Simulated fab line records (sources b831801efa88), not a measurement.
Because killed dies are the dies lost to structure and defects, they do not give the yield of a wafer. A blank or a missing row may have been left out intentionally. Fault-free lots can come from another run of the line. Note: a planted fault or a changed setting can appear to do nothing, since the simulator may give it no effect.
2 desks, one fault :: flow sky130 :: what lay behind the numbers comes last; until then each desk has only its own

## METROLOGY DESK
What the gauges read, lot by lot, whatever tool the lot ran on: means of the sampled wafers that have a number. Marked OUT: a lot whose mean sits more than 4 standard deviations from the usual mean, which makes it out of limits; the brackets give that distance.
Columns: A = VIA2_OVL at SKY_VIA2_OVL_MEAS_13, usual 0 nm; B = VIA2_W_RS at SKY_VIA2_RS_MEAS_22, usual 0.267 ohm/sq; C = VIA2_W_THK at SKY_VIA2_THK_MEAS_23, usual 424 nm
lot: L894
first seen here: day 35 23:25
A: -2
B: 0.258
C: 430

lot: L904
first seen here: day 39 16:48
A: -3
B: 0.267
C: 422

lot: L906
first seen here: day 40 02:54
A: -1
B: 0.267
C: 420

lot: L908
first seen here: day 40 15:27
A: 1
B: 0.267
C: 429

lot: L912
first seen here: day 41 12:59
A: -3
B: 0.269
C: 423

lot: L914
first seen here: day 42 09:32
A: 2
B: 0.269
C: 426
This desk's verdict: no lot among the 6 shows anything out of limits.

## AT THE TOOL OWNER'S DESK: pvdSputter-02
The tool's own readings at SKY_METAL3_SPUTTER_00 (material Ti, target thk 15 nm, time 10 s): means of the sampled wafers that have a number, for each lot that ran on this tool. Marked OUT: a lot whose mean sits more than 4 standard deviations from the usual mean, which makes it out of limits; the brackets give that distance.
Columns: A = throttleValvePct at SKY_METAL3_SPUTTER_00, usual 30.0 %
lot: L894
first seen here: day 36 00:48
A: 30.4

lot: L904
first seen here: day 39 18:16
A: 30.5

lot: L906
first seen here: day 40 04:18
A: 30.8
This desk's verdict: no lot among the 3 shows anything out of limits.

## BROUGHT TOGETHER
At the metrology desk, nothing out of limits was observed.
The desk of the tool owner found nothing out of limits.

## WHAT HAD BEEN PUT IN BY THE SIMULATOR
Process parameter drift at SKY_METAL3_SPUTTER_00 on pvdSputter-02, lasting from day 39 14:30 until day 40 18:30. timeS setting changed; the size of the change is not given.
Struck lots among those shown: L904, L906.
